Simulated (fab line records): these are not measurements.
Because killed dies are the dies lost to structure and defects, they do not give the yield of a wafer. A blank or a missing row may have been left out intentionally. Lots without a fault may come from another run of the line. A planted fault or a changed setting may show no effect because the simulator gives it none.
A single fault, viewed from 2 desks	flow sky130	only its own numbers are on each desk; what lay behind them is given at the end

== FROM THE METROLOGY DESK ==
Lot by lot, what the gauges showed, no matter which tool ran the lot: averages of those sampled wafers that carry a number. A lot is out of limits, marked OUT, if its mean lies more than 4 standard deviations from the usual mean; the brackets give that distance.
Columns: A = VT_ADJUST_HVTP_OVL at SKY_VT_ADJUST_HVTP_OVL_MEAS_08, usual -0.3 nm; B = SONOS_ONO_OXIDATION_THK at SKY_SONOS_ONO_THK_MEAS_01, usual 2.61 nm; C = GATE_OXIDE_TW at SKY_GATE_OXIDE_TW_MEAS_14, usual 222.5
lot	first seen here	A	B	C
L633	day 6 08:58	2.1	2.52	220.5
L637	day 7 10:17	-1.6	2.58	356.7 (+58) OUT
L639	day 8 02:40	1.6	2.60	359.4 (+60) OUT
L640	day 8 05:24	-0.2	2.69	364.8 (+62) OUT
L643	day 9 00:28	-1.0	2.66	222.6
L647	day 9 23:22	0.0	2.60	218.8
L648	day 10 04:11	-0.8	2.62	225.0
L649	day 10 10:49	0.3	2.60	224.1
L651	day 11 03:43	-1.3	2.64	221.0
L652	day 11 07:46	0.3	2.71	220.3
L653	day 11 16:22	-0.5	2.58	220.0
L655	day 12 06:27	-1.4	2.61	224.3
This desk's finding: out of limits on L637, L639, L640; first on L637, day 15 17:42 (GATE_OXIDE_TW at SKY_GATE_OXIDE_TW_MEAS_14). L633, L643, L647, L648, L649, L651, L652, L653, L655: within limits.

== FOR THE TOOL OWNER'S DESK: implanter-02 ==
SKY_GATE_OXIDE_IMPLANT_11, tool's own readings: per-lot mean of the sampled wafers with a number, covering each lot this tool ran. A lot is out of limits, marked OUT, if its mean lies more than 4 standard deviations from the usual mean; the brackets give that distance.
Columns: A = doseIonsCm2 at SKY_GATE_OXIDE_IMPLANT_11, usual 2.5997e+12; B = faradayCurrentUA at SKY_GATE_OXIDE_IMPLANT_11, usual 14.68
lot	first seen here	A	B
L633	day 14 03:07	2.5979e+12	14.71
L637	day 15 17:23	1.3257e+13 (+99 or more) OUT	74.76 (+99 or more) OUT
L639	day 16 14:11	1.3259e+13 (+99 or more) OUT	75.39 (+99 or more) OUT
L640	day 16 22:08	1.3258e+13 (+99 or more) OUT	75.58 (+99 or more) OUT
L647	day 19 02:44	2.6013e+12	14.65
L648	day 19 11:16	2.6014e+12	14.90
L651	day 20 18:11	2.5943e+12	14.77
L652	day 20 21:34	2.6003e+12	14.49
L653	day 21 11:20	2.5988e+12	14.56
L655	day 22 00:41	2.5982e+12	15.03
This desk's finding: out of limits on L637, L639, L640; first on L637, day 15 17:23 (doseIonsCm2 at SKY_GATE_OXIDE_IMPLANT_11). L633, L647, L648, L651, L652, L653, L655: within limits.

== PUT TOGETHER ==
On L637, L639, L640, at day 15 17:23, an alarm was possible from the tool owner's desk.
L637, L639, L640 would have let the metrology desk raise an alarm at day 15 17:42.
Of the lots named, all ran SKY_GATE_OXIDE_IMPLANT_11 on implanter-02.

== WHAT THE SIMULATOR PUT IN ==
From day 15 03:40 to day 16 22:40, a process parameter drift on implanter-02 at SKY_GATE_OXIDE_IMPLANT_11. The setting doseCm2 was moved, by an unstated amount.
Lots struck among those shown: L637, L639, L640.
Fault start to first reading out of limits, in hours, per desk: tool owner, 14; metrology, 14.
